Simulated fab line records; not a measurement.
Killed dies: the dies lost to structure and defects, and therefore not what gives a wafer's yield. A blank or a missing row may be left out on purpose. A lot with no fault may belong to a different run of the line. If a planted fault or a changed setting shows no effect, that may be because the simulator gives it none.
Struck lot and sound lot, side by side ; flow sky130 ; 21 steps out of a route of 708
Sound: wafers L453.1, L453.5, L453.6. Struck: wafer L458.6. (L458.2, L458.5 of the same lot were not struck and are left out.) The cause comes at the end.
Per side, at each step with rows, come the tool, then ch with its chambers, and then its first start. Under that, the readings that differ: sound wafers ; struck wafers ; difference of the means ; sigmas: that difference in standard deviations of wafers without a fault.
alike: readings with means less than 2 such deviations apart, plus words and numbers identical on both sides. not compared: withheld readings, readings lacking a value on some wafer, bounds such as >300 that could conceal the same value, and numbers that have no deviation in the record and whose values overlap.
A row with sigmas, a row that says differs or no value, or rows on one side alone: a step with any of these is where the two part. Non-overlapping numbers with no deviation appear without sigmas and do not part them. Lack of a reading on every wafer of one side parts them only where that side has two or more wafers.

first, 1 step without rows for these wafers: SKY_POLY_GATE_CVD_03 (deposits Si3N4 from DCS/NH3, target thk 75 nm, time 1290 s).
SKY_POLY_GATE_THK_MEAS_04:
  sound on film-metro-04, day 17 05:13; struck on film-metro-02, day 19 05:59
  alike: POLY_GATE_CVD_03_THK
then, 8 steps without rows for these wafers: SKY_POLY_GATE_DEHYDRATE_05 (time 60 s); SKY_POLY_GATE_HMDS_06 (prime time 60 s); SKY_POLY_GATE_COAT_07 (resist thk 110 nm); SKY_POLY_GATE_COAT_08 (resist thk 450 nm); SKY_POLY_GATE_SOFTBAKE_09 (time 87.67 s); SKY_POLY_GATE_EXPOSE_10 (exposes mask P1M, target cd 150 nm); SKY_POLY_GATE_PEB_11; SKY_POLY_GATE_DEVELOP_12 (develop time 60 s).
SKY_POLY_GATE_CD_MEAS_13 targets a cd of 150 nm.
  sound on cd-sem-01, day 18 10:29; struck on cd-sem-01, day 20 12:46
  alike: cd-nm
SKY_POLY_GATE_OVL_MEAS_14:
  sound on overlay-02, day 18 10:37; struck on overlay-01, day 20 12:52
  alike: POLY_GATE_OVL
SKY_POLY_GATE_ETCH_15: etches BARC in N2/H2, stops on SiO2, time 118.5 s, target depth 110 nm.
  sound on rie-diel-02 ch 0,1,3, day 18 10:39; struck on rie-diel-01 ch 2, day 20 12:53
reading;sound;struck;difference;sigmas
model.KrF-thick_of_POLY_GATE_COAT_08.thk-nm (nm);346.6 347.1 344.6;299.2;-46.9;
model.POLY_GATE.cd-nm (nm);153.1 152.6 151.3;137.1;-15.2;
model.SiO2_of_SONOS_ONO_CVD_04.thk-nm (nm);4.213 4.209 4.254;0;-4;
  alike: drypump-motor-current-A, n2-flow-sccm, oes-product-au, rf-fwd-power-W, throttle-valve-pct
  not compared: rf-hours-counter-h
SKY_POLY_GATE_ETCH_16: etches Si3N4 in CH3F/O2, stops on poly-Si, time 147.5 s, target depth 75 nm.
  sound on rie-diel-02 ch 0,1,3, day 18 10:44; struck on rie-diel-01 ch 2, day 20 12:58
  alike: drypump-motor-current-A, oes-product-au, rf-fwd-power-W, throttle-valve-pct
  not compared: rf-hours-counter-h
SKY_POLY_GATE_ETCH_17: etches poly-Si in HBr/Cl2, stops on SiO2, target depth 180 nm, time 70.5 s.
  sound on rie-si-02 ch 0,1,3, day 18 10:50; struck on rie-si-01 ch 2, day 20 13:04
reading;sound;struck;difference;sigmas
drypump-motor-current-A (A);6.3 5.4 5.5;4.8;-0.9;-2
model.KrF-thick_of_POLY_GATE_COAT_08.thk-nm (nm);142.6 144.2 140.2;96.53;-45.80;
model.POLY_GATE.cd-nm (nm);153.4 152.8 150.6;136;-16;
  alike: mfc-cl2-sccm, oes-product-au, rf-fwd-power-W, throttle-valve-pct
  not compared: rf-hours-counter-h
SKY_POLY_GATE_STRIP_18: strips in O2/N2.
  sound on plasma-asher-02 ch 0,1, day 18 10:53; struck on plasma-asher-02 ch 0, day 20 13:08
reading;sound;struck;difference;sigmas
oes-product-au (a.u.);0.363 0.357 0.364;0.341;-0.020;-5
strip-time-to-endpoint-s (s);3.192 3.219 3.167;2.693;-0.500;-17
  alike: drypump-motor-current-A, n2-flow-sccm
  not compared: rf-hours-counter-h
then, 2 steps without rows for these wafers: SKY_POLY_GATE_CLEAN_19 (cleans in SC1/SC2, time 150 s); SKY_POLY_GATE_OXIDATION_20 (stabilise 600 s, purge 300 s, target thk 4 nm).
SKY_POLY_GATE_CD_MEAS_22:
  sound on cd-sem-01, day 18 14:14; struck on cd-sem-01, day 20 14:37
reading;sound;struck;difference;sigmas
cd-nm (nm);153.5 152.9 150.8;136.2;-16.2;-7
then, 1 step without rows for these wafers: SKY_LDD_N_DEHYDRATE_00 (time 60 s).
-- record jumps: 28 days separate the struck wafers' starts on either side; left off in module LDD_N, taken up again in module PAD_OPEN, whose first shown step is the route's number 708 --
SKY_PAD_OPEN_PROBE_99:
  sound on prober-01, day 47 07:14; struck on prober-02, day 48 10:01
reading;sound;struck;difference;sigmas
killed-at-front-end;13 9 10;435;+424;+96
killed-at-other;0 0 0;2;+2;+3
killed-dies;96 71 74;492;+412;+44
killed-on-rim;21 21 16;96;+77;+20
  alike: killed_at_M0_to_M3, killed_at_M4_up, killed-at-contacts, killed-open, killed-short

WHERE THEY PART
At SKY_POLY_GATE_ETCH_17 first; at SKY_PAD_OPEN_PROBE_99 last (within this record only).

WHY: what the simulator had put in
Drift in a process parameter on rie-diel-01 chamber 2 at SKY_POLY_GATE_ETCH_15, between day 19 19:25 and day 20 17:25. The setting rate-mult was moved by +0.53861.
